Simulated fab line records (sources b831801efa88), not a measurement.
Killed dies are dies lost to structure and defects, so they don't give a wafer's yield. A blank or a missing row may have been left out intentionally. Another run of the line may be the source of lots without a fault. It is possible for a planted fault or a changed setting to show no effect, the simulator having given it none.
Which of the tools did it? / flow sky130 / 13 lots with 39 wafers sampled at 2 steps, on a route of 708 steps

== WHAT THE GAUGES READ, wafer by wafer ==
SKY_DNWELL_TW_MEAS_09. Usual: DNWELL_TW typically reads 1115, with standard deviation 7.7.
lot=L709; measured=day 3 05:21; on=filmMetro-03; DNWELL_TW=1102 1102 1101; flag=
lot=L710; measured=day 3 11:31; on=filmMetro-03; DNWELL_TW=1107 1105 1111; flag=
lot=L711; measured=day 3 16:56; on=filmMetro-03; DNWELL_TW=1110 1107 1109; flag=
lot=L712; measured=day 3 22:44; on=filmMetro-01; DNWELL_TW=1125 1125 1125; flag=
lot=L713; measured=day 4 01:18; on=filmMetro-03; DNWELL_TW=1103 1092 1102; flag=
lot=L716; measured=day 4 15:47; on=filmMetro-02; DNWELL_TW=1122 1126 1122; flag=
lot=L717; measured=day 5 01:39; on=filmMetro-02; DNWELL_TW=1123 1118 1122; flag=
lot=L719; measured=day 5 11:03; on=filmMetro-02; DNWELL_TW=1118 1132 1123; flag=
lot=L720; measured=day 5 15:53; on=filmMetro-03; DNWELL_TW=1103 1104 1104; flag=
lot=L728; measured=day 7 12:12; on=filmMetro-02; DNWELL_TW=1128 1121 1118; flag=
lot=L730; measured=day 8 03:20; on=filmMetro-01; DNWELL_TW=1120 1122 1125; flag=
lot=L731; measured=day 8 09:14; on=filmMetro-03; DNWELL_TW=1110 1105 1110; flag=
lot=L732; measured=day 8 12:16; on=filmMetro-03; DNWELL_TW=1116 1112 1118; flag=

== WHICH TOOL RAN EACH LOT (tool, then ch and the chambers of the sampled wafers, then the start) ==
lot=L709; SKY_DNWELL_STRIP_08=plasmaAsher-03 ch 0,1, day 3 05:14
lot=L710; SKY_DNWELL_STRIP_08=plasmaAsher-03 ch 0,1, day 3 11:25
lot=L711; SKY_DNWELL_STRIP_08=plasmaAsher-03 ch 0,1, day 3 16:50
lot=L712; SKY_DNWELL_STRIP_08=plasmaAsher-04 ch 0,1, day 3 22:38
lot=L713; SKY_DNWELL_STRIP_08=plasmaAsher-01 ch 0,1, day 4 01:11
lot=L716; SKY_DNWELL_STRIP_08=plasmaAsher-04 ch 0,1, day 4 15:41
lot=L717; SKY_DNWELL_STRIP_08=plasmaAsher-03 ch 0,1, day 5 01:32
lot=L719; SKY_DNWELL_STRIP_08=plasmaAsher-04 ch 0,1, day 5 10:58
lot=L720; SKY_DNWELL_STRIP_08=plasmaAsher-03 ch 0, day 5 15:47
lot=L728; SKY_DNWELL_STRIP_08=plasmaAsher-04 ch 0,1, day 7 12:05
lot=L730; SKY_DNWELL_STRIP_08=plasmaAsher-01 ch 0,1, day 8 03:14
lot=L731; SKY_DNWELL_STRIP_08=plasmaAsher-01 ch 0,1, day 8 09:10
lot=L732; SKY_DNWELL_STRIP_08=plasmaAsher-01 ch 0,1, day 8 12:10
- SKY_DNWELL_STRIP_08: strips in O2/N2.

== AS READ BY THE TOOLS THEMSELVES (means over the sampled wafers that have a number; for cases with no such wafer, the mark the record gives instead) ==
SKY_DNWELL_STRIP_08. Usual: drypumpMotorCurrentA 5.9 A, standard deviation 0.48; oesProductAu 0.723 a.u., standard deviation 0.0046; stripTimeToEndpointS 36.91 s, standard deviation 0.098.
lot=L709; tool=plasmaAsher-03; drypumpMotorCurrentA (A)=6.4; oesProductAu (a.u.)=0.721; stripTimeToEndpointS (s)=36.93; flag=
lot=L710; tool=plasmaAsher-03; drypumpMotorCurrentA (A)=6.4; oesProductAu (a.u.)=0.720; stripTimeToEndpointS (s)=36.97; flag=
lot=L711; tool=plasmaAsher-03; drypumpMotorCurrentA (A)=6.4; oesProductAu (a.u.)=0.729; stripTimeToEndpointS (s)=36.81; flag=
lot=L712; tool=plasmaAsher-04; drypumpMotorCurrentA (A)=5.7; oesProductAu (a.u.)=0.725; stripTimeToEndpointS (s)=36.95; flag=
lot=L713; tool=plasmaAsher-01; drypumpMotorCurrentA (A)=5.7; oesProductAu (a.u.)=0.726; stripTimeToEndpointS (s)=37.07; flag=
lot=L716; tool=plasmaAsher-04; drypumpMotorCurrentA (A)=5.5; oesProductAu (a.u.)=0.724; stripTimeToEndpointS (s)=36.89; flag=
lot=L717; tool=plasmaAsher-03; drypumpMotorCurrentA (A)=6.1; oesProductAu (a.u.)=0.721; stripTimeToEndpointS (s)=36.82; flag=
lot=L719; tool=plasmaAsher-04; drypumpMotorCurrentA (A)=5.5; oesProductAu (a.u.)=0.722; stripTimeToEndpointS (s)=36.90; flag=
lot=L720; tool=plasmaAsher-03; drypumpMotorCurrentA (A)=6.7; oesProductAu (a.u.)=0.724; stripTimeToEndpointS (s)=37.00; flag=
lot=L728; tool=plasmaAsher-04; drypumpMotorCurrentA (A)=5.7; oesProductAu (a.u.)=0.724; stripTimeToEndpointS (s)=36.81; flag=
lot=L730; tool=plasmaAsher-01; drypumpMotorCurrentA (A)=5.6; oesProductAu (a.u.)=0.722; stripTimeToEndpointS (s)=36.79; flag=
lot=L731; tool=plasmaAsher-01; drypumpMotorCurrentA (A)=5.6; oesProductAu (a.u.)=0.722; stripTimeToEndpointS (s)=36.94; flag=
lot=L732; tool=plasmaAsher-01; drypumpMotorCurrentA (A)=5.6; oesProductAu (a.u.)=0.722; stripTimeToEndpointS (s)=37.02; flag=

== THE ANSWER, worked out from the rows above alone ==
Rule: a lot counts as off when the mean over its wafers that have a number is more than 3 standard deviations away from the usual mean. A lot without any number at a reading at which 4 lots or more have one is off too. Any other lot the step has rows for is counted as sound. First the gauges in route order, then the tools' own readings, where a lot's mean is used as printed above. The first step at which some lot is off is used, and at that step the reading that is off furthest; a lot without a number counts as furthest.
No lot is off on any of the readings shown, so nothing can be concluded from this.

== WHAT THE SIMULATOR HAD PUT IN ==
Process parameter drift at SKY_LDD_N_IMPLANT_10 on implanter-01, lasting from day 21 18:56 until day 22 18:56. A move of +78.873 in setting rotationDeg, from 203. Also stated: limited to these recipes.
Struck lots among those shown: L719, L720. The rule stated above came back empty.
